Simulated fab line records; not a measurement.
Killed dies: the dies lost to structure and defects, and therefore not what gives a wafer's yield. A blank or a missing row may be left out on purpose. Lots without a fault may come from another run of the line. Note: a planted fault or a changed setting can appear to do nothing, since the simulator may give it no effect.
Which tool did it? || flow gf180mcu || route of 602 steps, sampled at 1 step: 6 lots, 18 wafers

== WHAT THE GAUGES READ, wafer by wafer ==
GF_V1_CD_MEAS_14: target cd 260 nm.
{"lot": "L221", "measured": "day 18 04:43", "on": "cd-sem-02", "cd-nm (nm)": "260.8 260.8 260.2"}
{"lot": "L230", "measured": "day 21 11:23", "on": "cd-sem-02", "cd-nm (nm)": "258.7 258.9 259.3"}
{"lot": "L232", "measured": "day 22 14:27", "on": "cd-sem-01", "cd-nm (nm)": "258.2 259.7 260.9"}
{"lot": "L236", "measured": "day 24 11:29", "on": "cd-sem-01", "cd-nm (nm)": "260.7 261.1 261.2"}
{"lot": "L238", "measured": "day 25 05:14", "on": "cd-sem-01", "cd-nm (nm)": "260.9 259.2 260.2"}
{"lot": "L243", "measured": "day 26 12:22", "on": "cd-sem-02", "cd-nm (nm)": "259.9 259.4 259.2"}

== WHICH TOOL RAN EACH LOT (tool, then ch and the chambers of the sampled wafers, then the start) ==
The record holds no process step before these readings.

== THE ANSWER, worked out from the rows above alone ==
Rule: the usual values come from the lots themselves. Put in order of their means at a reading, lots are off if they are a third of the lots or fewer, leave a main group of 4 or more, and stand apart from it by a gap of 3 or more times the standard deviation of the main group's means; of several such gaps the widest counts. The tables above print the reading to a certain number of digits; a main group whose means all agree to those digits is not used. Also off: a lot with no number at a reading for which 4 or more lots have one. All remaining lots with rows at the step are treated as sound.
No lot is off on any of the readings shown, so nothing can be concluded from this.

== WHAT THE SIMULATOR HAD PUT IN ==
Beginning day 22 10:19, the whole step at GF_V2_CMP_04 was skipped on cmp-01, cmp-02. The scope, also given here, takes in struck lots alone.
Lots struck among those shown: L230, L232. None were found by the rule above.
